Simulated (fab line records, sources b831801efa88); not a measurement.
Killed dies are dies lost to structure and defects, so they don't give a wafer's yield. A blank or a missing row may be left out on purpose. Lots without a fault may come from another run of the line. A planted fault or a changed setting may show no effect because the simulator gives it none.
A struck lot beside a sound one | flow sky130 | 15 steps out of a route of 708
Sound: wafers L734.2, L734.5, L734.6. Struck: wafer L740.2. (L740.4 of the same lot was not struck and is left out.) The cause comes at the end.
At each step with rows: each side's tool, then ch and its chambers, then its first start. Under that, the readings that differ: sound wafers | struck wafers | difference of the means | sigmas: that difference in standard deviations of wafers without a fault.
alike: readings whose means differ by less than 2 such deviations, and words and numbers that are the same on both sides. not compared: withheld readings, readings that some wafer has no value for, bounds like >300 that may hide the same value, and numbers for which the record gives no deviation and whose values overlap.
The two part at a step that has a row with sigmas, a row that says differs or no value, or rows on one side only. Numbers that don't overlap but have no deviation are shown without sigmas and don't part them. A reading that every wafer of one side lacks parts them only if that side has two wafers or more.

SKY_VIA1_CD_MEAS_12: target cd 150 nm.
  sound on cd_sem-01, day 35 16:04; struck on cd_sem-02, day 37 11:46
  alike: cd_nm
SKY_VIA1_OVL_MEAS_13:
  sound on overlay-01, day 35 16:11; struck on overlay-01, day 37 11:53
  alike: VIA1_OVL
then, 1 step without rows for these wafers: SKY_VIA1_ETCH_14 (etches BARC in N2/H2, stops on SiO2, time 45.9 s, target depth 60 nm).
SKY_VIA1_ETCH_15: etches SiO2 in C4F8/O2/Ar, stops on TiN, target depth 351 nm, time 54 s.
  sound on rie_diel-04 ch 0,2,3, day 35 16:15; struck on rie_diel-04 ch 0, day 37 11:57
  alike: oes_product_au
  not compared: rf_hours_counter_h
SKY_VIA1_STRIP_16: strips in O2/N2.
  sound on plasma_asher-01 ch 0,1, day 35 16:18; struck on plasma_asher-03 ch 0, day 37 12:00
  alike: drypump_motor_current_A, oes_product_au, strip_time_to_endpoint_s
  not compared: rf_hours_counter_h
then, 3 steps without rows for these wafers: SKY_VIA1_STRIP_17 (strips in post etch residue remover, time 1200 s); SKY_VIA1_CLEAN_18 (cleans in IPA, time 180 s); SKY_VIA1_CLEAN_19 (cleans in O3/DIW).
SKY_VIA1_SPUTTER_20: material TiN, target thk 20 nm, time 80 s.
  sound on pvd_sputter-02, day 35 16:53; struck on pvd_sputter-02, day 37 12:38
  alike: throttle_valve_pct
SKY_VIA1_CVD_21: deposits W, target thk 270 nm, time 80.902 s.
  sound on cvd_w-01 ch 0,1, day 35 16:57; struck on cvd_w-02 ch 0, day 37 12:41
  reading            | sound       | struck | difference | sigmas
  heater_power_w (W) | 759 753 850 | 890    | +103       | +2
SKY_VIA1_RS_MEAS_22: measures by four-point-probe.
  sound on film_metro-01, day 35 17:04; struck on film_metro-02, day 37 12:48
  alike: VIA1_W_RS
SKY_VIA1_THK_MEAS_23: measures by xrf.
  sound on film_metro-01, day 35 17:11; struck on film_metro-02, day 37 12:55
  alike: VIA1_W_THK
SKY_VIA1_CMP_24: polishes, stops on SiO2, t overpolish 15 s, target thk 0 nm.
  sound on cmp-01 ch 1,2,3, day 35 17:23; struck on cmp-01 ch 1, day 37 13:01
  reading                | sound                | struck | difference | sigmas
  overpolish_run_s (s)   | 15.006 15.003 14.998 | 0.042  | -14.960    | -99 or more
  time_to_endpoint_s (s) | 66 64 65             | 102    | +37        | +10
  alike: motor_current_A, retaining_ring_pressure_frac
SKY_METAL2_SPUTTER_00: material Ti, target thk 15 nm, time 10 s.
  the record has rows for the sound wafers here (pvd_sputter-01, day 35 17:32) and none for the struck ones
-- the record jumps here: 11 days lie between the struck wafers' starts before and after (it left off in module METAL2 and takes up again in module PAD_OPEN, whose first step shown is number 708 of the route) --
SKY_PAD_OPEN_PROBE_99:
  sound on prober-01, day 47 00:46; struck on prober-01, day 48 08:39
  reading                  | sound          | struck | difference | sigmas
  defect_limited_yield (%) | 84.3 85.2 83.5 | 0      | -84        | -47
  killed_at_M0_to_M3       | 40 32 38       | 442    | +405       | +62
  killed_dies              | 77 73 81       | 492    | +415       | +47
  killed_on_rim            | 17 19 13       | 96     | +80        | +19
  killed_short             | 32 26 40       | 48     | +15        | +3
  sort_bin_3_pad_short (%) | 1.0 0.4 0.4    | 80.7   | +80.1      | +99 or more
  sort_n_pass              | 415 419 411    | 0      | -415       | -47
  sort_yield_pct (%)       | 84.3 85.2 83.5 | 0      | -84        | -47
  alike: killed_at_M4_up, killed_at_contacts, killed_at_front_end, killed_at_other, killed_open, sort_bin_5_function, sort_bin_6_memory

WHERE THEY PART
First at SKY_VIA1_CVD_21; last, within this record, at SKY_PAD_OPEN_PROBE_99.

WHY: what the simulator had put in
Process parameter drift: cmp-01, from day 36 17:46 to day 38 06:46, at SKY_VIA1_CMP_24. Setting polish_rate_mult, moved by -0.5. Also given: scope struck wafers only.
